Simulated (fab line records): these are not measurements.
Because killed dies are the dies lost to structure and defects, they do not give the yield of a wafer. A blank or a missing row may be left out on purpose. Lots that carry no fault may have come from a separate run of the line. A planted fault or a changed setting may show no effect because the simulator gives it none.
Which tool did it?    flow sky130    10 lots, 30 wafers sampled, at 4 steps of a route of 708

WHAT EACH GAUGE READ, for each wafer
SKY_CAP2M_THK_MEAS_04: measures by xrf.
lot   measured      on             CAP2M_TIN_THK (nm)
L816  day 39 09:28  film_metro-01  204.2 201.0 203.4
L817  day 39 21:18  film_metro-02  201.1 199.6 201.3
L818  day 41 10:20  film_metro-02  202.3 203.2 202.6
L821  day 41 11:24  film_metro-01  204.5 205.7 204.7
L823  day 41 19:09  film_metro-02  202.5 203.3 203.8
L824  day 41 22:41  film_metro-04  201.8 200.6 201.1
L833  day 44 09:29  film_metro-02  207.0 206.9 206.0
L835  day 45 06:43  film_metro-01  206.8 208.1 208.6
L838  day 45 16:11  film_metro-02  205.5 206.3 207.4
L839  day 45 20:24  film_metro-04  206.3 203.3 204.8

SKY_PASSIVATION_THK_MEAS_03.
lot   measured      on             PASSIVATION_CVD_02_THK (nm)
L816  day 43 14:19  film_metro-04  538 540 539
L817  day 43 23:40  film_metro-03  541 539 551
L818  day 45 08:20  film_metro-04  535 538 546
L821  day 45 10:33  film_metro-03  545 545 555
L823  day 45 17:17  film_metro-04  539 551 544
L824  day 45 18:57  film_metro-03  530 536 540
L833  day 47 23:55  film_metro-04  772 546 543
L835  day 48 18:38  film_metro-03  768 541 540
L838  day 49 04:22  film_metro-04  531 535 544
L839  day 49 07:01  film_metro-02  538 525 540

WHICH TOOL RAN EACH LOT (tool, then ch and the chambers of the sampled wafers, then the start)
lot   SKY_METAL4_SPUTTER_04         SKY_PASSIVATION_CVD_02
L816  pvd_sputter-01, day 39 09:07  pecvd-03 ch 0,1,2, day 43 14:05
L817  pvd_sputter-04, day 39 20:56  pecvd-03 ch 1,2, day 43 23:26
L818  pvd_sputter-04, day 41 09:58  pecvd-03 ch 0,1,2, day 45 08:05
L821  pvd_sputter-03, day 41 11:02  pecvd-01 ch 1,2, day 45 10:19
L823  pvd_sputter-01, day 41 18:47  pecvd-03 ch 0,1,2, day 45 17:03
L824  pvd_sputter-01, day 41 22:19  pecvd-03 ch 0,1,2, day 45 18:43
L833  pvd_sputter-03, day 44 09:05  pecvd-03 ch 0,2, day 47 23:40
L835  pvd_sputter-01, day 45 06:21  pecvd-03 ch 1,2, day 48 18:24
L838  pvd_sputter-01, day 45 15:50  pecvd-02 ch 0,2, day 49 04:08
L839  pvd_sputter-04, day 45 20:02  pecvd-02 ch 0,1, day 49 06:46
- SKY_METAL4_SPUTTER_04: material TiN, target thk 70 nm, time 58.3 s.
- SKY_PASSIVATION_CVD_02: deposits Si3N4, target thk 540 nm.

AS READ BY THE TOOLS THEMSELVES (means over the sampled wafers that have a number; for cases with no such wafer, the mark the record gives instead)
SKY_METAL4_SPUTTER_04.
lot   tool            throttle_valve_pct (%)
L816  pvd_sputter-01  30.4
L817  pvd_sputter-04  30.7
L818  pvd_sputter-04  31.4
L821  pvd_sputter-03  29.8
L823  pvd_sputter-01  30.1
L824  pvd_sputter-01  30.3
L833  pvd_sputter-03  29.3
L835  pvd_sputter-01  30.5
L838  pvd_sputter-01  30.7
L839  pvd_sputter-04  31.7

SKY_PASSIVATION_CVD_02.
lot   tool      heater_power_w (W)
L816  pecvd-03  759
L817  pecvd-03  812
L818  pecvd-03  771
L821  pecvd-01  951
L823  pecvd-03  774
L824  pecvd-03  767
L833  pecvd-03  806
L835  pecvd-03  756
L838  pecvd-02  719
L839  pecvd-02  708

THE ANSWER, worked out from the rows above alone
Rule: what is usual is taken from the lots themselves. Put in order of their means at a reading, lots are off if they are a third of the lots or fewer, leave a main group of 4 or more, and stand apart from it by a gap of 3 or more times the standard deviation of the main group's means; of several such gaps the widest counts. Not used: any main group whose means are identical at the precision the tables above print for the reading. Also off: a lot with no number at a reading for which 4 or more lots have one. The other lots that the step has rows for count as sound. The gauges are gone through in route order, then the tools' own readings, and for those a lot's mean is taken as printed above. At the first step where some lot is off, the reading lying furthest off is the one used; lots without a number count as furthest.
Off: at SKY_PASSIVATION_THK_MEAS_03 (PASSIVATION_CVD_02_THK), L833, L835. Mean 540 nm and standard deviation 4.6 in the main group.
If a tool, at a process step before that reading, ran all the lots that are off and no sound lot after the first of them, it fits. Gauges at SKY_PASSIVATION_THK_MEAS_03: tried the same way as those tools. One fits: pecvd-03 at SKY_PASSIVATION_CVD_02. A fault onset in the window from L824 (day 45 18:43, its last sound lot) to L833 (day 47 23:40, its first lot off) fits.

WHAT HAD BEEN PUT IN BY THE SIMULATOR
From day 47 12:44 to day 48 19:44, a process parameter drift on pecvd-03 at SKY_PASSIVATION_CVD_02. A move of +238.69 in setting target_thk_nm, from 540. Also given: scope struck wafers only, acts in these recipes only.
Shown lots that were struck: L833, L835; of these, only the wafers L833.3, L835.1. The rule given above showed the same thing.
